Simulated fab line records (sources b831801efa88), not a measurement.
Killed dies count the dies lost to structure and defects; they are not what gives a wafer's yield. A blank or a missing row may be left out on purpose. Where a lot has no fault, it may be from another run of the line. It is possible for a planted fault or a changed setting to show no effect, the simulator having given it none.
Comparing a struck lot with a sound one ; flow gf180mcu ; 18 out of 602 route steps
Sound: these wafers, L327.1, L327.2, L327.5. Struck: wafer L343.2. (L343.3, L343.4 of the same lot were not struck and are left out.) The cause comes at the end.
Per side, at each step with rows, come the tool, then ch with its chambers, and then its first start. Under that, the readings that differ: sound wafers ; struck wafers ; difference of the means ; sigmas: that difference in standard deviations of wafers without a fault.
alike: a reading whose means differ by less than 2 such deviations, as well as words and numbers matching on both sides. not compared: withheld readings; readings where some wafer has no value; bounds like >300 that might hide an equal value; numbers whose values overlap and for which the record gives no deviation.
The two part at a step that has a row with sigmas, a row that says differs or no value, or rows on one side only. Non-overlapping numbers with no deviation appear without sigmas and do not part them. Lack of a reading on every wafer of one side parts them only where that side has two or more wafers.

GF_M3_STRIP_17: strips in O2/N2.
  sound on plasma asher-04 ch 0,1, day 22 03:35; struck on plasma asher-02 ch 1, day 27 09:47
  alike: drypump motor current A, heater power w, n2 flow sccm, oes product au, strip time to endpoint s
  not compared: rf hours counter h
then, 3 steps without rows for these wafers: GF_M3_STRIP_18 (strips in post etch residue remover, time 1200 s); GF_M3_CLEAN_19 (cleans in DIW); GF_V3_CVD_00 (deposits SiO2, target thk 600 nm, time 100 s).
GF_V3_THK_MEAS_01:
  sound on film metro-03, day 22 04:11; struck on film metro-03, day 27 10:30
  alike: V3_CVD_00_THK
GF_V3_CVD_02: deposits SiO2 from TEOS, target thk 850 nm, time 94.851 s.
  sound on pecvd-04 ch 0,1,2, day 22 04:14; struck on pecvd-02 ch 0, day 27 10:33
  alike: heater power w, rf fwd power W
GF_V3_THK_MEAS_03:
  sound on film metro-01, day 22 04:19; struck on film metro-02, day 27 10:38
  alike: V3_CVD_02_THK
GF_V3_CMP_04: polishes SiO2.
  sound on cmp-02 ch 0,1, day 22 04:25; struck on cmp-02 ch 0, day 27 11:01
reading;sound;struck;difference;sigmas
time to endpoint s (s);84 81 86;69;-15;-3
  alike: motor current A, platen rpm
GF_V3_BOW_MEAS_05:
  sound on film metro-03, day 22 04:40; struck on film metro-03, day 27 11:20
  alike: V3_BOW
then, 3 steps without rows for these wafers: GF_V3_DEHYDRATE_06 (time 60 s); GF_V3_HMDS_07 (prime time 60 s); GF_V3_COAT_08.
GF_V3_COAT_09: resist thk 1000 nm.
  sound on litho track-01 ch 0, day 22 16:00; struck on litho track-02 ch 0, day 27 21:00
reading;sound;struck;difference;sigmas
model.KrF_of_V3_COAT_09.thk nm (nm);999.1 1001 1001;972.5;-27.9;
  alike: dispense pressure kPa, resist line temp C
then, 3 steps without rows for these wafers: GF_V3_SOFTBAKE_10 (time 60 s); GF_V3_EXPOSE_11 (exposes mask Via3, target cd 260 nm); GF_V3_PEB_12 (peb time 90 s).
GF_V3_DEVELOP_13: develop time 60 s.
  sound on litho track-04 ch 0, day 23 02:40; struck on litho track-02 ch 0, day 28 07:22
reading;sound;struck;difference;sigmas
model.KrF_of_V3_COAT_09.thk nm (nm);984.2 986.1 986.4;957.6;-28.0;
  alike: resist line temp C
GF_V3_CD_MEAS_14 targets a cd of 260 nm.
  sound on cd sem-01, day 23 02:49; struck on cd sem-01, day 28 07:31
  alike: cd nm

## WHERE THEY PART
Only at GF_V3_CMP_04, as far as this record shows. Later steps at which nothing parts them and some readings are alike: GF_V3_BOW_MEAS_05, GF_V3_COAT_09, GF_V3_DEVELOP_13, GF_V3_CD_MEAS_14.

WHY: the cause the simulator had injected
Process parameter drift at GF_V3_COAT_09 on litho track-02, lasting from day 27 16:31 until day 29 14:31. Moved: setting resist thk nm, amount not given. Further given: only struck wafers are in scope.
